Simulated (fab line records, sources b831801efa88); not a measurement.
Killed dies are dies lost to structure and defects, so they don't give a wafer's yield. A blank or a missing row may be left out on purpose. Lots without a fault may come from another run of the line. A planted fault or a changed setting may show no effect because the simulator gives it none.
A struck lot beside a sound one | flow sfq_line | 41 steps out of a route of 325
Sound: wafers L440.1, L440.5, L440.6. Struck: wafers L443.1, L443.2, L443.3. The cause comes at the end.
At each step with rows: each side's tool, then ch and its chambers, then its first start. Under that, the readings that differ: sound wafers | struck wafers | difference of the means | sigmas: that difference in standard deviations of wafers without a fault.
alike: readings whose means differ by less than 2 such deviations, and words and numbers that are the same on both sides. not compared: withheld readings, readings that some wafer has no value for, bounds like >300 that may hide the same value, and numbers for which the record gives no deviation and whose values overlap.
The two part at a step that has a row with sigmas, a row that says differs or no value, or rows on one side only. Numbers that don't overlap but have no deviation are shown without sigmas and don't part them. A reading that every wafer of one side lacks parts them only if that side has two wafers or more.

first, 3 steps without rows for these wafers: SFQ_TRILAYER_R5_LITHO_EXPOSE_137 (exposes mask R5, target cd 500 nm); SFQ_TRILAYER_R5_LITHO_PEB_139 (peb time 60 s); SFQ_TRILAYER_R5_LITHO_DEVELOP_138 (time 60 s).
SFQ_R5_OVL_MEAS_935:
  sound on overlay-02, day 65 03:04; struck on overlay-02, day 66 13:52
  reading     | sound  | struck    | difference | sigmas
  R5_OVL (nm) | -1 4 8 | -6 -10 -6 | -11        | -2
SFQ_TRILAYER_R5_BARC_OPEN_METAL_ETCH_177: etches BARC in O2, target depth 125 nm, time 41.7 s.
  sound on rie_metal-04 ch 0,1, day 65 03:07; struck on rie_metal-04 ch 0,1, day 66 13:55
  alike: drypump_motor_current_A, oes_product_au
  not compared: rf_hours_counter_h
SFQ_TRILAYER_R5_ETCH_METAL_ETCH_139: etches the open film in Cl2, stops on SiO2, target depth 60 nm, time 40 s.
  sound on rie_metal-04 ch 0,1, day 65 03:10; struck on rie_metal-04 ch 0,1, day 66 13:58
  alike: drypump_motor_current_A, oes_product_au
  not compared: rf_hours_counter_h
then, 2 steps without rows for these wafers: SFQ_TRILAYER_R5_STRIP_STRIP_140 (strips in O2); SFQ_TRILAYER_R5_STRIP_SOLV_CLEAN_141 (cleans in NMP, time 600 s).
SFQ_TRILAYER_A5C_DEP_PECVD_142: deposits SiO2 from SiH4/N2O, time 15.556 s, target thk 70 nm.
  sound on pecvd-04 ch 0,2, day 65 04:00; struck on pecvd-04 ch 0,1,2, day 66 14:48
  alike: heater_power_w, throttle_valve_pct
then, 3 steps without rows for these wafers: SFQ_TRILAYER_I5_LITHO_COAT_149 (resist thk 62 nm); SFQ_TRILAYER_I5_LITHO_COAT_144 (resist thk 650 nm); SFQ_TRILAYER_I5_LITHO_SOFTBAKE_148.
-- the record jumps here: 6 days lie between the struck wafers' starts before and after --
SFQ_TRILAYER_I5_LITHO_EXPOSE_145: exposes mask I5, target cd 700 nm.
  sound on krf_scanner-02 ch 0, day 70 23:54; struck on krf_scanner-02 ch 0, day 72 09:30
  reading                    | sound                | struck            | difference | sigmas
  model.I5.overlay_x_nm (nm) | -7.254 -7.254 -7.254 | 144.7 144.7 144.7 | +152.0     |
  alike: mask
then, 2 steps without rows for these wafers: SFQ_TRILAYER_I5_LITHO_PEB_147 (peb time 60 s); SFQ_TRILAYER_I5_LITHO_DEVELOP_146 (time 60 s).
SFQ_I5_OVL_MEAS_936:
  sound on overlay-02, day 71 01:24; struck on overlay-01, day 72 11:22
  reading     | sound    | struck      | difference | sigmas
  I5_OVL (nm) | -6 -1 -4 | 142 141 147 | +147       | +30
  not compared: hold
then, 9 steps without rows for these wafers: SFQ_TRILAYER_I5_ETCH_VIA_ETCH_147 (etches the open film in CHF3, stops on Nb, target depth 360 nm); SFQ_TRILAYER_I5_STRIP_STRIP_148 (strips in O2); SFQ_TRILAYER_I5_STRIP_SOLV_CLEAN_149 (cleans in NMP, time 600 s); SFQ_TRILAYER_C5_LITHO_COAT_156 (resist thk 62 nm); SFQ_TRILAYER_C5_LITHO_COAT_151 (resist thk 650 nm); SFQ_TRILAYER_C5_LITHO_SOFTBAKE_155; SFQ_TRILAYER_C5_LITHO_EXPOSE_152 (exposes mask C5, target cd 500 nm); SFQ_TRILAYER_C5_LITHO_PEB_154 (peb time 60 s); SFQ_TRILAYER_C5_LITHO_DEVELOP_153 (time 60 s).
-- the record jumps here: 4 days lie between the struck wafers' starts before and after --
SFQ_C5_OVL_MEAS_937:
  sound on overlay-01, day 75 07:11; struck on overlay-02, day 76 07:17
  alike: C5_OVL
then, 2 steps without rows for these wafers: SFQ_TRILAYER_C5_BARC_OPEN_VIA_ETCH_210 (etches BARC in O2, target depth 125 nm, time 41.7 s); SFQ_TRILAYER_C5_ETCH_VIA_ETCH_154 (etches SiO2 in CHF3, stops on Nb, target depth 84 nm).
SFQ_TRILAYER_C5_STRIP_STRIP_155: strips in O2.
  sound on rie_metal-02 ch 0,1, day 75 07:19; struck on rie_metal-04 ch 0,1, day 76 07:25
  alike: drypump_motor_current_A, oes_product_au
  not compared: rf_hours_counter_h
then, 2 steps without rows for these wafers: SFQ_TRILAYER_C5_STRIP_SOLV_CLEAN_156 (cleans in NMP, time 600 s); SFQ_TRILAYER_M6_DEP_PRE_CLEAN_158 (time 22.5 s).
SFQ_TRILAYER_M6_DEP_SPUTTER_157: material Nb, target thk 200 nm, time 133.3 s.
  sound on pvd_sputter-05, day 75 08:07; struck on pvd_sputter-05, day 76 08:13
  alike: throttle_valve_pct
SFQ_M6_RS_MEAS_938: measures by four-point-probe.
  sound on film_metro-03, day 75 08:13; struck on film_metro-03, day 76 08:19
  alike: M6_NB_RS
then, 6 steps without rows for these wafers: SFQ_TRILAYER_M6_LITHO_COAT_164 (resist thk 62 nm); SFQ_TRILAYER_M6_LITHO_COAT_159 (resist thk 600 nm); SFQ_TRILAYER_M6_LITHO_SOFTBAKE_163; SFQ_TRILAYER_M6_LITHO_EXPOSE_160 (exposes mask M6, target cd 500 nm); SFQ_TRILAYER_M6_LITHO_PEB_162 (peb time 60 s); SFQ_TRILAYER_M6_LITHO_DEVELOP_161 (time 60 s).
SFQ_M6_OVL_MEAS_940:
  sound on overlay-02, day 75 15:41; struck on overlay-02, day 77 13:38
  alike: M6_OVL
-- the record jumps here: 9 days lie between the struck wafers' starts before and after (it left off in module M6 and takes up again in module M8, whose first step shown is number 325 of the route) --
SFQ_M8_BOW_MEAS_951:
  sound on film_metro-03, day 85 08:40; struck on film_metro-03, day 86 06:42
  reading                 | sound             | struck            | difference | sigmas
  model.etest.i5.link_ohm | 2.294 2.277 2.279 | 2.321 2.343 2.335 | +0.050     |
  alike: M8_BOW

WHERE THEY PART
First at SFQ_R5_OVL_MEAS_935; last, within this record, at SFQ_I5_OVL_MEAS_936. Later steps at which nothing parts them and some readings are alike: SFQ_C5_OVL_MEAS_937, SFQ_TRILAYER_C5_STRIP_STRIP_155, SFQ_TRILAYER_M6_DEP_SPUTTER_157, SFQ_M6_RS_MEAS_938, SFQ_M6_OVL_MEAS_940, SFQ_M8_BOW_MEAS_951.

WHY: what the simulator had put in
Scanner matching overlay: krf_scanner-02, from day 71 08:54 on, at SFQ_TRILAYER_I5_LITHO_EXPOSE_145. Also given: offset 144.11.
